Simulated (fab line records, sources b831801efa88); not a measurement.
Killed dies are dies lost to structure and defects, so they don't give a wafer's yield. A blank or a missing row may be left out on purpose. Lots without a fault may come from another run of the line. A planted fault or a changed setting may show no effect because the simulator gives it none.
Which tool did it? | flow sky130 | 12 lots, 36 wafers sampled, at 3 steps of a route of 708

WHAT THE GAUGES READ, wafer by wafer
SKY_VIA3_THK_MEAS_23: measures by xrf.
lot  | measured     | on            | VIA3_W_THK (nm)
L075 | day 40 00:31 | film_metro-04 | 404 394 393
L077 | day 41 01:52 | film_metro-04 | 410 405 404
L078 | day 41 13:01 | film_metro-04 | 406 400 399
L081 | day 42 05:19 | film_metro-04 | 404 412 402
L083 | day 42 07:47 | film_metro-01 | 385 386 384
L085 | day 43 02:44 | film_metro-03 | 393 393 386
L087 | day 43 16:13 | film_metro-03 | 389 393 387
L088 | day 44 01:55 | film_metro-01 | 382 394 396
L091 | day 44 16:25 | film_metro-03 | 395 420 419
L093 | day 45 03:14 | film_metro-01 | 390 390 389
L095 | day 45 12:28 | film_metro-03 | 394 408 391
L097 | day 46 01:19 | film_metro-04 | 433 406 421

WHICH TOOL RAN EACH LOT (tool, then ch and the chambers of the sampled wafers, then the start)
lot  | SKY_CAPM_METAL_ETCH_13            | SKY_CAPM_STRIP_14
L075 | rie_metal-02 ch 0,1, day 37 19:35 | plasma_asher-03 ch 0,1, day 37 19:41
L077 | rie_metal-04 ch 0,1, day 38 21:34 | plasma_asher-01 ch 0,1, day 38 21:38
L078 | rie_metal-01 ch 0,1, day 39 08:42 | plasma_asher-03 ch 0,1, day 39 08:47
L081 | rie_metal-01 ch 0,1, day 40 01:40 | plasma_asher-03 ch 0,1, day 40 01:44
L083 | rie_metal-02 ch 1, day 40 03:52   | plasma_asher-03 ch 0,1, day 40 04:01
L085 | rie_metal-01 ch 1, day 41 00:21   | plasma_asher-01 ch 0,1, day 41 00:26
L087 | rie_metal-01 ch 0, day 41 14:32   | plasma_asher-03 ch 0,1, day 41 14:40
L088 | rie_metal-04 ch 0,1, day 42 00:40 | plasma_asher-01 ch 0,1, day 42 00:44
L091 | rie_metal-04 ch 0,1, day 42 15:55 | plasma_asher-01 ch 0,1, day 42 15:59
L093 | rie_metal-01 ch 0,1, day 43 02:30 | plasma_asher-02 ch 0,1, day 43 02:36
L095 | rie_metal-04 ch 0,1, day 43 13:13 | plasma_asher-02 ch 0,1, day 43 13:17
L097 | rie_metal-01 ch 0,1, day 44 03:51 | plasma_asher-02 ch 0,1, day 44 03:56
- SKY_CAPM_METAL_ETCH_13: etches TiN in Cl2/BCl3, stops on SiO2, target depth 220 nm, time 62.9 s.
- SKY_CAPM_STRIP_14: strips in O2/N2.

THE ANSWER, worked out from the rows above alone
Rule: what is usual is taken from the lots themselves. Put in order of their means at a reading, lots are off if they are a third of the lots or fewer, leave a main group of 4 or more, and stand apart from it by a gap of 3 or more times the standard deviation of the main group's means; of several such gaps the widest counts. A main group whose means are all the same, to the digits that the tables above print for the reading, isn't used. A lot without any number at a reading at which 4 lots or more have one is off too. The other lots that the step has rows for count as sound.
No lot is off at any reading shown: from this, nothing can be told.

WHAT THE SIMULATOR HAD PUT IN
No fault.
